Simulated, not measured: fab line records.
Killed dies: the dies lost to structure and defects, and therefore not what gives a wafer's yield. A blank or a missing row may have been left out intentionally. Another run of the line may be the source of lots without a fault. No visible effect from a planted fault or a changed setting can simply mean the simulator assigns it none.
The same fault as seen by 2 desks ; flow sky130 ; numbers are kept per desk, each desk with only its own; the story behind them comes last

## FROM THE METROLOGY DESK
Lot by lot, what the gauges showed, no matter which tool ran the lot: averages of those sampled wafers that carry a number. Marked OUT: a lot whose mean sits more than 4 standard deviations from the usual mean, which makes it out of limits; the brackets give that distance.
Columns: A = VIA1_W_RS at SKY_VIA1_RS_MEAS_22, usual 0.428 ohm/sq; B = VIA1_W_THK at SKY_VIA1_THK_MEAS_23, usual 265 nm
lot;first seen here;A;B
L547;day 33 18:16;0.431;262
L549;day 34 14:56;0.429;262
L561;day 38 13:17;0.427;264
L569;day 40 16:24;0.414;276
L570;day 41 00:16;0.433;265
This desk found nothing out of limits on any of the 5 lots.

## DESK OF THE TOOL OWNER: pvd_sputter-02
The tool's own readings at SKY_METAL2_SPUTTER_01 (material TiN, target thk 20 nm, time 16.7 s): means of the sampled wafers that have a number, for each lot that ran on this tool. Marked OUT: a lot whose mean sits more than 4 standard deviations from the usual mean, which makes it out of limits; the brackets give that distance.
Columns: A = throttle_valve_pct at SKY_METAL2_SPUTTER_01, usual 30.0 %
lot;first seen here;A
L549;day 34 15:24;29.4
L561;day 38 13:46;30.3
L570;day 41 00:46;31.3
This desk found nothing out of limits on any of the 3 lots.

## PUT TOGETHER
Nothing out of limits was seen by the metrology desk.
Nothing out of limits was seen by the tool owner's desk.

## WHAT THE SIMULATOR PUT IN
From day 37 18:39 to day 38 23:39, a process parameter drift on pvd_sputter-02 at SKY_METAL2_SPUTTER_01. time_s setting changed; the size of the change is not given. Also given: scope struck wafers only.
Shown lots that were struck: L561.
